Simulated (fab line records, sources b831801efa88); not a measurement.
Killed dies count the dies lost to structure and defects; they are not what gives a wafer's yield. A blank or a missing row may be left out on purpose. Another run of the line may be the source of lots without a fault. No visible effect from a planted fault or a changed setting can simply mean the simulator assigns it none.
fab line records	flow sky130
record: lots: 7	wafers: 20	last_day: 50
route steps=708 shown SD_N@350 SD_P@359 RES_XHIGH@360 SALICIDE@361 LI_CONTACT@362 PAD_OPEN@708
lots that met no fault: taken from a fault-free run of the same line
start_h: hours from the record's first day to the start of the lot's first wafer shown	wait_h: how many hours have passed since the lot's step before this one	" as in the row above	L1.1+2: a single row standing in for several wafers	- value missing, or start not given	* or withheld: withheld	< > ~ a bound
route shown NAME@n: a module of which the file shows steps, and the number in the route of the first	usual: mean and standard deviation over wafers with no fault	same: alike in all rows	chamber/n: place in a boat	sites: per-site readings	_std_site: the values' standard deviation	_edge_site: mean of outer sites minus mean of inner sites	radius_mm: how far each site lies from the wafer's centre	mask NAME#n: copy n	behind: tool/chamber where the wafer was last shaped	hold: why the lot was held/for how many hours/how that ended	device: names the non-switching transistor (n, p or np)	end of line: the route-end tests of the same wafers	a step without rows: its recipe alone	killed: dies lost to structure and defects at the first sort, not the wafer's yield	map: per-die view of a wafer (x killed, . not killed, _ where there is no die)
set.NAME: the setting as run; set.NAME@STEP: as run at that earlier step	model.NAME: the simulator's own value behind a step, which no gauge read
a table for each step, a row for each wafer; lots at some steps of the route
services: from which hour (start_h, from the record's first day; less than 0 if before it) a tool's chamber was out of use, for how many hours, and why
== steps ==
step: SKY_SD_N_OVL_MEAS_08
usual: SD_N_OVL: 0.9/1.3
lot.wafer	tool	chamber	start_h	wait_h	SD_N_OVL[nm]
L742.4	overlay-02	-	670.83	0.1	1.7
L742.5	"	-	"	"	0.3
L742.6	"	-	"	"	-0.6
L744.2	overlay-02	-	679.43	0.1	2.4
L744.5	"	-	"	"	1.3
L744.6	"	-	"	"	1.0
L745.3	overlay-02	-	711.59	0.1	0.3
L745.6	"	-	"	"	1.8
L757.2	overlay-02	-	793.17	0.1	0.3
L757.3	"	-	"	"	1.8
L757.4	"	-	"	"	0.1
L758.1	overlay-02	-	794.43	0.1	3.3
L758.3	"	-	"	"	2.7
L758.4	"	-	"	"	2.4
L760.1	overlay-01	-	813.82	0.1	-0.5
L760.3	"	-	"	"	0.7
L760.6	"	-	"	"	-0.3
L761.3	overlay-02	-	821.59	0.1	-1.0
L761.5	"	-	"	"	0.7
L761.6	"	-	"	"	1.4
step: SKY_SD_N_IMPLANT_09
recipe: species: As	energy_kev: 50	dose_cm2: 4e+15	tilt_deg: 0
step: SKY_SD_N_IMPLANT_10
recipe: species: P	energy_kev: 20	dose_cm2: 1e+14	tilt_deg: 0
step: SKY_SD_N_STRIP_11
recipe: chemistry: O2/N2	power_w: 1400	pressure_mtorr: 1500	platen_temp_c: withheld	o2_flow_sccm: 3000	n2_flow_sccm: 300	overash_fraction: 0.5
usual: drypump_motor_current_A: 5.93/0.28	oes_product_au: 0.527/0.0043	strip_time_to_endpoint_s: 22.56/0.046
same: overash_fraction: 0.5
lot.wafer	tool	chamber	start_h	wait_h	drypump_motor_current_A	oes_product_au	rf_hours_counter_h	strip_time_to_endpoint_s
L742.4	plasma_asher-01	0	671.18	0.1	5.93	0.530	-	22.56
L742.5	"	1	"	"	6.24	0.527	-	22.50
L742.6	"	0	"	"	5.91	0.525	-	22.57
L744.2	plasma_asher-01	1	679.76	0.1	6.22	0.528	24	22.57
L744.5	"	1	"	"	6.22	0.524	-	22.60
L744.6	"	0	"	"	5.89	0.523	-	22.57
L745.3	plasma_asher-04	0	711.95	0.1	5.73	0.524	-	22.64
L745.6	"	1	"	"	6.05	0.532	-	22.62
L757.2	plasma_asher-01	0	793.50	0.1	5.92	0.514	37	22.57
L757.3	"	1	"	"	6.23	0.517	-	22.52
L757.4	"	0	"	"	5.93	0.525	-	22.54
L758.1	plasma_asher-01	0	794.76	0.1	5.91	0.524	37	22.60
L758.3	"	0	"	"	5.90	0.522	-	22.61
L758.4	"	1	"	"	6.21	0.525	-	22.57
L760.1	plasma_asher-01	0	814.15	0.1	5.93	0.526	39	22.55
L760.3	"	0	"	"	5.90	0.532	-	22.52
L760.6	"	1	"	"	6.23	0.525	-	22.56
L761.3	plasma_asher-03	0	821.95	0.1	6.07	0.528	-	22.55
L761.5	"	0	"	"	6.06	0.526	-	22.53
L761.6	"	1	"	"	5.33	0.522	-	22.59
step: SKY_SD_N_TW_MEAS_12
usual: SD_N_TW: 3994/19
lot.wafer	tool	chamber	start_h	wait_h	SD_N_TW
L742.4	film_metro-03	-	671.27	0.1	3957
L742.5	"	-	"	"	3987
L742.6	"	-	"	"	3986
L744.2	film_metro-03	-	679.87	0.1	3991
L744.5	"	-	"	"	4017
L744.6	"	-	"	"	4009
L745.3	film_metro-03	-	712.03	0.1	3985
L745.6	"	-	"	"	3975
L757.2	film_metro-01	-	793.61	0.1	3962
L757.3	"	-	"	"	3957
L757.4	"	-	"	"	3976
L758.1	film_metro-03	-	794.86	0.1	4001
L758.3	"	-	"	"	3981
L758.4	"	-	"	"	4004
L760.1	film_metro-03	-	814.25	0.1	4015
L760.3	"	-	"	"	4023
L760.6	"	-	"	"	4010
L761.3	film_metro-04	-	822.03	0.1	3998
L761.5	"	-	"	"	4008
L761.6	"	-	"	"	3990
step: SKY_SD_N_CLEAN_13
recipe: chemistry: SC1/SC2	mix: 1:4:20	temp_c: 70	time_s: 150	dry: n2_spin
step: SKY_SD_N_RTA_14
recipe: temp_c: 1075	time_s: 2	idle_temp_c: 650	ramp_up_c_per_s: 150	ramp_down_c_per_s: 90	ambient: N2
usual: lamp_power_pct: 15.74/0.055	wafer_temp_C_max: 1078.0/1.3
lot.wafer	tool	chamber	start_h	wait_h	lamp_power_pct	wafer_temp_C_max
L742.4	rtp_anneal-02	0	671.39	0.0	15.74	1077.0
L742.5	"	0	"	"	15.82	1076.4
L742.6	"	0	"	"	15.66	1078.2
L744.2	rtp_anneal-02	0	679.98	0.0	15.68	1078.3
L744.5	"	0	"	"	15.78	1078.6
L744.6	"	0	"	"	15.67	1076.6
L745.3	rtp_anneal-02	0	712.19	0.0	15.83	1077.7
L745.6	"	0	"	"	15.77	1077.7
L757.2	rtp_anneal-02	0	793.73	0.0	15.73	1079.7
L757.3	"	0	"	"	15.61	1079.6
L757.4	"	0	"	"	15.77	1078.6
L758.1	rtp_anneal-01	0	794.97	0.0	15.70	1078.3
L758.3	"	0	"	"	15.75	1078.7
L758.4	"	0	"	"	15.67	1076.4
L760.1	rtp_anneal-01	0	814.36	0.0	15.72	1079.9
L760.3	"	0	"	"	15.73	1078.6
L760.6	"	0	"	"	15.72	1080.0
L761.3	rtp_anneal-01	0	822.14	0.0	15.69	1076.3
L761.5	"	0	"	"	15.60	1080.1
L761.6	"	0	"	"	15.82	1075.7
step: SKY_SD_N_RS_MEAS_16
recipe: thk_meas_gauge: four-point-probe
usual: SD_N_RS: 68.47/0.13
lot.wafer	tool	chamber	start_h	wait_h	SD_N_RS[ohm/sq]
L742.4	film_metro-04	-	671.59	0.1	68.42
L742.5	"	-	"	"	68.20
L742.6	"	-	"	"	68.43
L744.2	film_metro-01	-	680.17	0.1	68.58
L744.5	"	-	"	"	68.34
L744.6	"	-	"	"	68.43
L745.3	film_metro-01	-	712.39	0.1	68.25
L745.6	"	-	"	"	68.55
L757.2	film_metro-03	-	793.91	0.1	68.53
L757.3	"	-	"	"	68.47
L757.4	"	-	"	"	68.53
L758.1	film_metro-03	-	795.15	0.1	68.76
L758.3	"	-	"	"	68.79
L758.4	"	-	"	"	68.59
L760.1	film_metro-03	-	814.54	0.1	68.55
L760.3	"	-	"	"	68.51
L760.6	"	-	"	"	68.71
L761.3	film_metro-01	-	822.34	0.1	68.35
L761.5	"	-	"	"	68.51
L761.6	"	-	"	"	68.32
step: SKY_SD_N_RS_MEAS_17
recipe: thk_meas_gauge: four-point-probe
usual: SD_P_RS: 147.0/0.39
lot.wafer	tool	chamber	start_h	wait_h	SD_P_RS[ohm/sq]
L742.4	film_metro-04	-	671.71	0.1	146.5
L742.5	"	-	"	"	146.9
L742.6	"	-	"	"	146.6
L744.2	film_metro-01	-	680.29	0.1	147.3
L744.5	"	-	"	"	146.9
L744.6	"	-	"	"	146.7
L745.3	film_metro-01	-	712.51	0.1	147.0
L745.6	"	-	"	"	147.2
L757.2	film_metro-03	-	794.03	0.1	147.3
L757.3	"	-	"	"	146.9
L757.4	"	-	"	"	146.8
L758.1	film_metro-03	-	795.27	0.1	147.9
L758.3	"	-	"	"	147.3
L758.4	"	-	"	"	147.3
L760.1	film_metro-03	-	814.66	0.1	147.2
L760.3	"	-	"	"	147.6
L760.6	"	-	"	"	147.1
L761.3	film_metro-01	-	822.46	0.1	146.4
L761.5	"	-	"	"	146.7
L761.6	"	-	"	"	147.2
step: SKY_SD_N_RS_MEAS_18
recipe: thk_meas_gauge: four-point-probe
usual: RES_XHIGH_RS: 332.8/1.1
lot.wafer	tool	chamber	start_h	wait_h	RES_XHIGH_RS[ohm/sq]
L742.4	film_metro-04	-	671.83	0.1	334.1
L742.5	"	-	"	"	334.2
L742.6	"	-	"	"	334.8
L744.2	film_metro-01	-	680.41	0.1	333.1
L744.5	"	-	"	"	331.0
L744.6	"	-	"	"	332.4
L745.3	film_metro-01	-	712.63	0.1	335.5
L745.6	"	-	"	"	334.3
L757.2	film_metro-03	-	794.15	0.1	333.4
L757.3	"	-	"	"	332.8
L757.4	"	-	"	"	332.3
L758.1	film_metro-03	-	795.39	0.1	331.7
L758.3	"	-	"	"	334.0
L758.4	"	-	"	"	333.7
L760.1	film_metro-03	-	814.78	0.1	331.6
L760.3	"	-	"	"	332.3
L760.6	"	-	"	"	331.4
L761.3	film_metro-01	-	822.58	0.1	331.4
L761.5	"	-	"	"	331.5
L761.6	"	-	"	"	332.1
step: SKY_SALICIDE_CLEAN_00
recipe: chemistry: HF-last	time_s: 30	dilution: 100:1	dry: ipa_marangoni
step: SKY_LI_CONTACT_HDPCVD_00
recipe: material: PSG	target_thk_nm: 930	sigma_open_frac: 0.3	time_s: 155	temp_c: 600	sih4_flow_sccm: 60	pressure_mtorr: 6
usual: run_length_s: 182.5/0.65	susceptor_temp_C: 599.98/0.27
lot.wafer	tool	chamber	start_h	wait_h	run_length_s	susceptor_temp_C	model.PSG_of_LI_CONTACT_HDPCVD_00.thk_nm
L742.4	hdpcvd-01	1	671.96	0.1	181.9	600.12	912.7
L742.5	"	0	"	"	288.5	600.04	1562
L742.6	"	2	"	"	183.7	599.75	919.3
L744.2	hdpcvd-01	0	680.52	0.0	181.8	599.56	926
L744.5	"	0	"	"	289.1	599.53	1559
L744.6	"	1	"	"	182.4	600.33	921.9
L745.3	hdpcvd-01	2	712.72	0.0	290.2	599.83	1557
L745.6	"	2	"	"	183.3	599.46	920.5
L757.2	hdpcvd-01	1	794.27	0.0	181.9	599.70	915.6
L757.3	"	2	"	"	183.7	600.22	910.6
L757.4	"	1	"	"	182.1	599.99	928.2
L758.1	hdpcvd-02	1	795.53	0.0	182.3	599.87	938
L758.3	"	0	"	"	181.6	600.47	928.8
L758.4	"	2	"	"	183.2	599.68	938.4
L760.1	hdpcvd-01	1	814.92	0.0	182.2	599.90	938.2
L760.3	"	0	"	"	181.9	599.75	925.1
L760.6	"	0	"	"	182.2	600.16	931
L761.3	hdpcvd-02	1	822.68	0.0	182.1	600.56	936
L761.5	"	0	"	"	181.9	600.03	931.1
L761.6	"	1	"	"	182.1	599.86	924.9
step: SKY_LI_CONTACT_THK_MEAS_01
recipe: reads: PSG_of_LI_CONTACT_HDPCVD_00
usual: LI_CONTACT_HDPCVD_THK: 926/8.5
lot.wafer	tool	chamber	start_h	wait_h	LI_CONTACT_HDPCVD_THK[nm]
L742.4	film_metro-04	-	672.04	0.0	912
L742.5	"	-	"	"	1563
L742.6	"	-	"	"	919
L744.2	film_metro-03	-	680.64	0.1	926
L744.5	"	-	"	"	1558
L744.6	"	-	"	"	922
L745.3	film_metro-04	-	712.85	0.1	1556
L745.6	"	-	"	"	920
L757.2	film_metro-03	-	794.38	0.1	915
L757.3	"	-	"	"	911
L757.4	"	-	"	"	928
L758.1	film_metro-03	-	795.63	0.1	938
L758.3	"	-	"	"	929
L758.4	"	-	"	"	938
L760.1	film_metro-01	-	815.02	0.1	938
L760.3	"	-	"	"	925
L760.6	"	-	"	"	931
L761.3	film_metro-01	-	822.80	0.1	936
L761.5	"	-	"	"	931
L761.6	"	-	"	"	925
step: SKY_LI_CONTACT_CMP_02
recipe: material: PSG	down_force_psi: 4	platen_rpm: 60	pad_velocity_m_s: 0.94248
usual: motor_current_A: 12.6/2.2	time_to_endpoint_s: 30.3/2.9
lot.wafer	tool	chamber	start_h	wait_h	motor_current_A	time_to_endpoint_s
L742.4	cmp-02	0	672.12	0.1	12.6	29.5
L742.6	"	3	"	"	14.1	25.2
L742.5	"	0	"	"	12.4	87.3
L744.2	cmp-02	1	680.74	0.1	14.4	28.7
L744.5	"	0	"	"	12.6	88.9
L744.6	"	1	"	"	14.5	25.2
L745.3	cmp-02	3	712.99	0.1	13.7	88.0
L745.6	"	1	"	"	14.0	26.1
L757.3	cmp-01	2	794.48	0.1	18.3	32.0
L757.2	"	3	"	"	12.0	33.6
L757.4	"	0	"	"	10.8	31.9
L758.4	cmp-01	3	795.69	0.0	11.3	36.4
L758.1	"	0	"	"	10.0	34.0
L758.3	"	1	"	"	11.0	28.3
L760.3	cmp-02	1	815.08	0.0	14.2	27.8
L760.1	"	3	"	"	13.7	31.1
L760.6	"	1	"	"	14.4	28.2
L761.3	cmp-01	3	822.84	0.0	11.8	31.5
L761.6	"	3	"	"	12.1	33.0
L761.5	"	0	"	"	10.5	29.0
step: SKY_LI_CONTACT_BOW_MEAS_03
recipe: mode: bow
usual: LI_CONTACT_BOW: 56/6.7
lot.wafer	tool	chamber	start_h	wait_h	LI_CONTACT_BOW[um]
L742.4	film_metro-01	-	672.43	0.3	73
L742.5	"	-	"	"	53
L742.6	"	-	"	"	59
L744.2	film_metro-04	-	681.01	0.2	61
L744.5	"	-	"	"	50
L744.6	"	-	"	"	38
L745.3	film_metro-01	-	713.23	0.2	69
L745.6	"	-	"	"	54
L757.2	film_metro-01	-	794.75	0.2	53
L757.3	"	-	"	"	58
L757.4	"	-	"	"	58
L758.1	film_metro-01	-	795.99	0.2	62
L758.3	"	-	"	"	62
L758.4	"	-	"	"	59
L760.1	film_metro-03	-	815.38	0.1	49
L760.3	"	-	"	"	47
L760.6	"	-	"	"	47
L761.3	film_metro-04	-	823.18	0.3	56
L761.5	"	-	"	"	46
L761.6	"	-	"	"	70
step: SKY_PAD_OPEN_PROBE_99
usual: killed_at_M0_to_M3: 43/7.3	killed_at_M4_up: 3.1/1.7	killed_at_contacts: 25/5.3	killed_at_front_end: 15/4.3	killed_at_other: 0.2/0.54	killed_dies: 87/10	killed_open: 48/7.6	killed_short: 38/6.1
same: gross_dies: 492	killed_at_back_side: 0
lot.wafer	tool	chamber	start_h	wait_h	killed_at_M0_to_M3	killed_at_M4_up	killed_at_contacts	killed_at_front_end	killed_at_other	killed_dies	killed_open	killed_short
L742.4	prober-01	-	1094.82	0.2	26	3	35	15	0	79	35	44
L742.5	prober-01	-	1094.87	0.2	24	4	23	21	0	72	40	32
L742.6	prober-01	-	1094.92	0.2	41	2	18	12	0	73	42	31
L744.2	prober-01	-	1098.33	0.1	40	4	27	18	0	89	44	45
L744.5	prober-01	-	1098.48	0.2	45	6	29	17	0	97	55	42
L744.6	prober-01	-	1098.53	0.2	30	4	22	15	0	71	35	36
L757.2	prober-02	-	1177.68	0.1	45	5	28	10	1	89	45	44
L757.3	prober-02	-	1177.73	0.2	45	3	24	20	1	93	50	43
L757.4	prober-02	-	1177.78	0.2	41	4	27	14	1	87	47	40
L758.1	prober-01	-	1182.99	0.1	59	2	15	10	0	86	48	38
L758.3	prober-01	-	1183.09	0.2	50	1	20	11	0	82	45	36
L758.4	prober-01	-	1183.14	0.2	38	5	23	14	0	80	47	33
L760.1	prober-01	-	1192.91	0.1	43	4	31	15	0	93	58	34
L760.3	prober-01	-	1193.01	0.2	46	5	22	12	0	85	47	38
L760.6	prober-01	-	1193.16	0.2	37	1	29	10	0	77	41	36
L761.3	prober-01	-	1196.38	0.2	42	1	35	20	0	98	57	41
L761.5	prober-01	-	1196.48	0.2	38	7	25	21	1	92	45	47
L761.6	prober-01	-	1196.53	0.2	62	2	23	19	0	106	54	52
killed by level:class
L742.4 CONTACT:geometric_particle:open=12 LI_CONTACT:geometric_particle:open=8 METAL1:geometric_particle:short=8 CONTACT:geometric_particle:short=7 LOCAL_INTERCONNECT:geometric_particle:short=6 METAL2:geometric_particle:short=5 POLY_GATE:geometric_particle:short=5 POLY_GATE:geometric_particle:open=5
L742.5 CONTACT:geometric_particle:open=9 LI_CONTACT:geometric_particle:open=8 POLY_GATE:geometric_particle:short=7 VIA1:geometric_particle:open=6 FIELD_ISO:geometric_particle:short=5 CONTACT:geometric_particle:short=4 FIELD_ISO:geometric_particle:open=3 POLY_GATE:geometric_particle:open=3
L742.6 VIA1:geometric_particle:open=11 CONTACT:geometric_particle:open=9 VIA3:geometric_particle:open=8 VIA1:geometric_particle:short=6 LOCAL_INTERCONNECT:geometric_particle:short=4 VIA2:geometric_particle:open=4 FIELD_ISO:geometric_particle:open=3 POLY_GATE:geometric_particle:short=3
L744.2 CONTACT:geometric_particle:open=14 VIA1:geometric_particle:open=11 METAL2:geometric_particle:short=11 FIELD_ISO:geometric_particle:short=6 LI_CONTACT:geometric_particle:open=5 VIA2:geometric_particle:open=5 POLY_GATE:geometric_particle:short=4 VIA1:geometric_particle:short=3
L744.5 VIA1:geometric_particle:open=11 CONTACT:geometric_particle:open=10 VIA3:geometric_particle:open=9 LI_CONTACT:geometric_particle:open=7 CONTACT:geometric_particle:short=5 FIELD_ISO:geometric_particle:short=4 FIELD_ISO:geometric_particle:open=4 VIA1:geometric_particle:short=4
L744.6 CONTACT:geometric_particle:open=8 VIA2:geometric_particle:open=7 VIA1:geometric_particle:open=6 METAL2:geometric_particle:short=5 CONTACT:geometric_particle:short=5 FIELD_ISO:geometric_particle:short=4 LI_CONTACT:geometric_particle:open=4 LOCAL_INTERCONNECT:geometric_particle:short=4
L757.2 VIA1:geometric_particle:open=10 CONTACT:geometric_particle:open=9 LI_CONTACT:geometric_particle:open=8 VIA1:geometric_particle:short=8 VIA2:geometric_particle:open=6 METAL4:geometric_particle:short=5 METAL2:geometric_particle:short=5 VIA3:geometric_particle:open=5
L757.3 VIA2:geometric_particle:open=9 VIA1:geometric_particle:open=7 CONTACT:geometric_particle:open=7 FIELD_ISO:geometric_particle:short=6 FIELD_ISO:geometric_particle:open=5 VIA3:geometric_particle:open=5 CONTACT:geometric_particle:short=5 METAL2:geometric_particle:open=5
L757.4 VIA1:geometric_particle:open=11 LI_CONTACT:geometric_particle:open=9 LOCAL_INTERCONNECT:geometric_particle:short=6 CONTACT:geometric_particle:open=6 VIA1:geometric_particle:short=6 VIA3:geometric_particle:open=6 FIELD_ISO:geometric_particle:short=4 POLY_GATE:geometric_particle:open=4
L758.1 VIA1:geometric_particle:open=16 METAL1:geometric_particle:short=8 VIA2:geometric_particle:open=6 CONTACT:geometric_particle:open=5 VIA1:geometric_particle:short=5 METAL2:geometric_particle:open=5 VIA3:geometric_particle:open=5 SPACER:geometric_particle:short=4
L758.3 VIA1:geometric_particle:open=13 METAL2:geometric_particle:short=9 VIA2:geometric_particle:open=7 LI_CONTACT:geometric_particle:open=6 CONTACT:geometric_particle:open=5 METAL1:geometric_particle:short=5 VIA1:geometric_particle:short=4 POLY_GATE:geometric_particle:open=3
L758.4 CONTACT:geometric_particle:open=11 VIA1:geometric_particle:open=9 VIA3:geometric_particle:open=8 LI_CONTACT:geometric_particle:open=6 FIELD_ISO:geometric_particle:open=5 METAL1:geometric_particle:short=5 METAL4:geometric_particle:short=5 VIA2:geometric_particle:open=4
L760.1 CONTACT:geometric_particle:open=12 VIA1:geometric_particle:open=11 LI_CONTACT:geometric_particle:open=11 VIA2:geometric_particle:open=7 METAL1:geometric_particle:short=6 POLY_GATE:geometric_particle:open=5 METAL3:geometric_particle:short=5 VIA3:geometric_particle:open=5
L760.3 VIA1:geometric_particle:open=10 CONTACT:geometric_particle:open=8 LI_CONTACT:geometric_particle:open=7 METAL3:geometric_particle:short=6 VIA3:geometric_particle:open=5 POLY_GATE:geometric_particle:open=4 VIA2:geometric_particle:open=4 METAL1:geometric_particle:short=4
L760.6 CONTACT:geometric_particle:open=15 METAL1:geometric_particle:short=7 METAL2:geometric_particle:short=7 VIA1:geometric_particle:open=6 FIELD_ISO:geometric_particle:open=4 LI_CONTACT:geometric_particle:open=4 CONTACT:geometric_particle:short=4 VIA1:geometric_particle:short=4
L761.3 LI_CONTACT:geometric_particle:open=14 CONTACT:geometric_particle:open=9 VIA1:geometric_particle:open=8 METAL2:geometric_particle:short=8 VIA3:geometric_particle:open=6 FIELD_ISO:geometric_particle:open=5 POLY_GATE:geometric_particle:short=5 VIA2:geometric_particle:open=5
L761.5 CONTACT:geometric_particle:short=9 LI_CONTACT:geometric_particle:open=8 VIA1:geometric_particle:open=8 METAL2:geometric_particle:short=7 POLY_GATE:geometric_particle:open=5 POLY_GATE:geometric_particle:short=4 CONTACT:geometric_particle:open=4 METAL4:geometric_particle:short=4
L761.6 VIA1:geometric_particle:open=13 CONTACT:geometric_particle:open=11 VIA3:geometric_particle:open=8 METAL1:geometric_particle:short=7 METAL2:geometric_particle:short=7 CONTACT:geometric_particle:short=6 VIA1:geometric_particle:short=6 METAL3:geometric_particle:short=5
== services ==
tool	chamber	start_h	hours	kind
cmp-01	-	647.76	2.0	repair
rtp_anneal-01	-	650.70	0.7	pm
hdpcvd-02	-	650.75	15.0	pm
hdpcvd-02	0	650.75	15.0	vent_cycle
hdpcvd-02	1	650.75	15.0	vent_cycle
hdpcvd-02	2	650.75	15.0	vent_cycle
plasma_asher-01	-	655.47	0.5	repair
cmp-02	-	655.76	0.9	repair
plasma_asher-01	-	665.10	2.8	pm
hdpcvd-02	0	665.75	-	clean
hdpcvd-02	1	665.75	-	clean
cmp-01	-	671.19	1.4	repair
hdpcvd-02	-	679.70	2.8	pm
cmp-02	-	681.95	4.1	repair
plasma_asher-03	-	688.68	38.8	repair
plasma_asher-03	-	721.09	9.0	repair
plasma_asher-03	-	730.11	2.8	pm
plasma_asher-03	-	733.75	9.0	pm
cmp-01	-	736.47	1.0	repair
plasma_asher-03	-	737.85	8.4	repair
plasma_asher-04	-	739.21	3.4	repair
cmp-02	-	744.00	4.0	pm
cmp-02	-	748.00	-	consumable_replace:conditioner
cmp-02	-	748.00	-	consumable_replace:pad
== key ==
first_sign: step: SKY_LI_CONTACT_HDPCVD_00	reading: run_length_s	direction: up	sigmas: 99+	usual: *	struck: *
effect: step: SKY_LI_CONTACT_THK_MEAS_01	reading: LI_CONTACT_HDPCVD_THK	direction: up	sigmas: 74	usual: 926	struck: 1559
effect: step: SKY_LI_CONTACT_CMP_02	reading: time_to_endpoint_s	direction: up	sigmas: 20	usual: *	struck: *
model_effect: step: SKY_LI_CONTACT_HDPCVD_00	value: PSG_of_LI_CONTACT_HDPCVD_00.thk_nm	without: 918.7	struck: 1559
met_at SKY_LI_CONTACT_HDPCVD_00
struck_wafers L742.5,L744.5,L745.3
sort_left_out L745.3
tester_left_out L742,L744,L745
fault: kind: process_parameter_drift	tool: hdpcvd-01	chamber: -	onset_h: 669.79	steps: SKY_LI_CONTACT_HDPCVD_00	channel: time_s	offset: *	shape: step	end_h: 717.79	scope: struck_wafers_only	acts_in: *	stated: *
tester_left_out: of these lots the tester's yield and bins aren't shown, on N5 and GAA mostly nor the transistor test; their killed dies are dies lost to structure and defects alone, not to doping, threshold or leakage, so they don't give the yield
sort_left_out: the simulated sort isn't trusted on such a fault, so these wafers' sort isn't shown, and their yield isn't known
